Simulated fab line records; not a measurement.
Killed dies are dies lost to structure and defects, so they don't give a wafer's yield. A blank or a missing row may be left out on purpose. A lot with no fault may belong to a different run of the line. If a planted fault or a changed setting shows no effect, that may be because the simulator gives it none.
Problem report, 8D (eight disciplines) form, completed by code	flow gf180mcu	the parts of the form that need people (team, actions taken, sign-off) are left out

## 1. WHAT WENT WRONG
SALICIDE_TIN_RS at GF_SALICIDE_RS_MEAS_04 reads a mean of 14.38 ohm/sq on 1 wafer of 1 lot; wafers without a fault read 16.35 ohm/sq with a standard deviation of 0.3. Relative to the usual mean, that is a shift of -6.6 standard deviations.
The step: measures by four-point-probe.
First seen on wafer L482.3, day 21 20:41, on filmMetro-03. Wafers with a number at this step in the record: 36, from 12 lots. By rule, "out" or "out of limits" means more than 4 standard deviations away from the usual mean. All remaining wafers that have a number are taken as sound.

## 2. WHAT IT IS AND WHAT IT IS NOT
question	is	is not
which readings at this step	SALICIDE_TIN_RS	-
which lots	L482	L464, L466, L468, L469, L470, L471, L472, L473, L479, L480, L487
which wafers of those lots	L482.3	L482.2, L482.6
read on which gauges	filmMetro-03	filmMetro-02, filmMetro-04
when	from day 21 20:41	up to then (32 sound wafers); but 3 sound wafers of L487 came after

## 3. THE SUSPECTS, EACH WITH WHAT RULES IT OUT
Counting: a tool at a process step up to the reading stays a suspect if it ran every lot that is out. Sound lots after the first of them don't rule it out here, since some wafers of a struck lot are sound.
- the gauge at GF_SALICIDE_RS_MEAS_04 has been ruled out. All the wafers that are out were read on filmMetro-03, but those of them that GF_SALICIDE_SPUTTER_03 has rows for are out there too, on other tools.
- pvdSputter-04 at GF_SALICIDE_SPUTTER_03 (material TiN, target thk 20 nm, time 16.7 s): kept. L482, the lot that is out, went through it at day 21 20:38; up to then, the latest sound lot through it was L480 at day 21 03:01. On those wafers its own readings are out: cathodeDcPowerW.
The count leaves pvdSputter-04 at GF_SALICIDE_SPUTTER_03.

## 4. THE CAUSE (what the simulator had put in)
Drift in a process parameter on pvdSputter-04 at GF_SALICIDE_SPUTTER_03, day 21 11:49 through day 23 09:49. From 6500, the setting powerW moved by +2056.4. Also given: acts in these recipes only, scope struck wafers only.
Counting left only this tool.

## 5. THE EFFECT CHAIN, in route order
One row per reading whose mean, taken over the struck wafers that have a number, lies over 3 standard deviations from the usual. Only readings whose record carries a usual standard deviation are examined. hours: median over the lots of the time between each lot's start at the first step of this table that gives one and its start at this step. sigmas: the change, counted in usual standard deviations.
hours	step	reading	usual	on struck wafers	change	sigmas
0	GF_SALICIDE_SPUTTER_03	cathodeDcPowerW	6500.1 W	8558.1	+2058.0	+99 or more
0	GF_SALICIDE_RS_MEAS_04	SALICIDE_TIN_RS	16.35 ohm/sq	14.38	-1.97	-6.6
0	GF_SALICIDE_THK_MEAS_05	SALICIDE_TIN_THK	19.89 nm	26.43	+6.54	+23
Its process steps:
- GF_SALICIDE_SPUTTER_03: material TiN, target thk 20 nm, time 16.7 s.

## 6. HOW IT WOULD HAVE BEEN CAUGHT EARLIER
9 hours passed between the start of the fault at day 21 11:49 and the first reading out of limits at a measuring or inspecting step in this record, taken at day 21 20:41.
At GF_SALICIDE_SPUTTER_03, the tool's own readings (cathodeDcPowerW) were out on each struck wafer the step has a row for, so an alarm limit on them would have fired on the first such wafer.
Lots out: 1; all had begun GF_SALICIDE_SPUTTER_03 on pvdSputter-04 by day 21 20:41. A hold on the tool at that time would have spared none of them.
